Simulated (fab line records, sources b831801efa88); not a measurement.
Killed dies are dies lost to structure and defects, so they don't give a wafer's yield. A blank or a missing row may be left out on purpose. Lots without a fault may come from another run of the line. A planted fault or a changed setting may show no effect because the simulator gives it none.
Chamber matching | flow sky130 | SKY_METAL3_ETCH_17 on rie_diel-01: 4 sister chambers
The step etches SiO2 in C4F8/O2/Ar, stops on TiN, time 3.9 s, target depth 15 nm. 8 wafers are shown with their chamber, then 7 later ones without.

WAFERS WITH THEIR CHAMBER
wafer  | chamber | oes_product_au (a.u.)
L319.6 | 0       | 0.756
L328.3 | 0       | 0.755
L329.1 | 2       | 0.749
L331.1 | 3       | 0.751
L331.4 | 1       | 0.753
L331.5 | 1       | 0.760
L334.1 | 3       | 0.758
L334.3 | 2       | 0.741

WAFERS WITHOUT THEIR CHAMBER
wafer  | oes_product_au (a.u.)
L334.5 | 0.762
L338.3 | 0.751
L338.4 | 0.750
L338.5 | 0.762
L339.1 | 0.757
L339.4 | 0.757
L339.5 | 0.760

WHICH CHAMBER EACH WENT THROUGH
wafer  | from the rows above               | in truth
L334.5 | can't be placed: 1 or 0 or 3      | 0
L338.3 | can't be placed: 3 or 0 or 1 or 2 | 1
L338.4 | can't be placed: 3 or 2 or 0 or 1 | 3
L338.5 | can't be placed: 1 or 0 or 3      | 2
L339.1 | can't be placed: 1 or 0 or 3      | 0
L339.4 | can't be placed: 1 or 0 or 3      | 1
L339.5 | can't be placed: 1 or 0 or 3      | 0
Placed correctly: 0 of 7. Can't be placed from these rows: 7 (the true chamber is among the candidates in 6). Placed wrongly: 0.
How it was worked out, from the rows above alone: a wafer's distance from a chamber is the root of the sum, over the readings, of the square of ((its reading less the chamber's mean) divided by the reading's scatter). The wafer belongs to the nearest chamber; if the next one is less than 2 further off, it can't be placed. A chamber's mean is the mean of its shown wafers. The scatter: the root of (the sum of the squares of (reading less its chamber's mean) over the shown wafers, divided by (wafers less chambers)).
